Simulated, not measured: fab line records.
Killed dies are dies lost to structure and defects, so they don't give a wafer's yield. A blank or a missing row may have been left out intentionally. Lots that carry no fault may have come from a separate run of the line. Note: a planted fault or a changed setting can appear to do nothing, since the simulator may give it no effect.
2 desks looking at one fault / flow gf180mcu / every desk sees just its own numbers, and what lay behind them comes last

## METROLOGY DESK
What the gauges read, lot by lot, whatever tool the lot ran on: means of the sampled wafers that have a number. Any lot whose mean is over 4 standard deviations away from the usual mean is out of limits and marked OUT; that distance is given in the brackets.
Columns: A = LVPWELL_RS at GF_VT_IMPLANT_RS_MEAS_48, usual 1192 ohm/sq; B = V1_W_THK at GF_V1_THK_MEAS_25, usual 332 nm; C = M2_ALCU_RS at GF_M2_RS_MEAS_05, usual 0.0696 ohm/sq
lot=L411; first seen here=day 9 08:20; A=1193; B=335; C=0.0698
lot=L412; first seen here=day 9 16:19; A=1190; B=332; C=0.0686
lot=L413; first seen here=day 9 20:41; A=1193; B=321; C=0.0703
lot=L414; first seen here=day 10 07:29; A=1192; B=330; C=0.0701
lot=L415; first seen here=day 10 11:52; A=1195; B=334; C=0.0691
lot=L416; first seen here=day 10 19:40; A=1192; B=337; C=0.0695
lot=L419; first seen here=day 11 14:02; A=1230 (+13) OUT; B=332; C=0.0700
lot=L420; first seen here=day 11 20:33; A=1195; B=335; C=0.0704
lot=L421; first seen here=day 12 03:05; A=1223 (+10) OUT; B=332; C=0.0711
lot=L422; first seen here=day 12 08:53; A=1229 (+12) OUT; B=332; C=0.0711
lot=L426; first seen here=day 13 15:07; A=1194; B=336; C=0.0698
lot=L427; first seen here=day 13 22:13; A=1192; B=331; C=0.0700
lot=L428; first seen here=day 14 02:22; A=1195; B=335; C=0.0688
This desk's finding: out of limits on L419, L421, L422; first on L419, day 11 14:02 (LVPWELL_RS at GF_VT_IMPLANT_RS_MEAS_48). Within limits: L411, L412, L413, L414, L415, L416, L420, L426, L427, L428.

## DESK OF THE TOOL OWNER: implanter-01
For each lot that ran on this tool, the mean over its sampled wafers that have a number, from the tool's own readings at GF_LVPWELL_IMPLANT_09. Any lot whose mean is over 4 standard deviations away from the usual mean is out of limits and marked OUT; that distance is given in the brackets.
Columns: A = dose ions cm2 at GF_LVPWELL_IMPLANT_09, usual 4.999e+12; B = faraday current uA at GF_LVPWELL_IMPLANT_09, usual 28.1
lot=L412; first seen here=day 5 13:38; A=5.000e+12; B=27.9
lot=L413; first seen here=day 5 18:04; A=4.998e+12; B=27.9
lot=L414; first seen here=day 6 01:59; A=4.998e+12; B=28.7
lot=L415; first seen here=day 6 05:32; A=5.007e+12; B=28.0
lot=L419; first seen here=day 7 04:20; A=4.247e+12 (-99 or more) OUT; B=24.3 (-6.8) OUT
lot=L421; first seen here=day 7 16:32; A=4.242e+12 (-99 or more) OUT; B=23.9 (-7.4) OUT
lot=L422; first seen here=day 7 20:47; A=4.238e+12 (-99 or more) OUT; B=24.2 (-7.0) OUT
Finding of this desk: L419, L421, L422 out of limits; the first was L419 at day 7 04:20, on dose ions cm2 at GF_LVPWELL_IMPLANT_09. Within limits: L412, L413, L414, L415.

## ALL TOGETHER
The tool owner's desk had the chance to raise an alarm at day 7 04:20 on L419, L421, L422.
On L419, L421, L422, the metrology desk was in a position to raise an alarm at day 11 14:02.
On implanter-01, each named lot ran GF_LVPWELL_IMPLANT_09.

## WHAT THE SIMULATOR HAD PUT IN
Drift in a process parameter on implanter-01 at GF_LVPWELL_IMPLANT_09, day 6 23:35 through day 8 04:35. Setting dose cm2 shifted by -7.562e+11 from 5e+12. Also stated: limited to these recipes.
Shown lots that were struck: L419, L421, L422.
Fault start to first reading out of limits, in hours, per desk: tool owner, 5; metrology, 110.
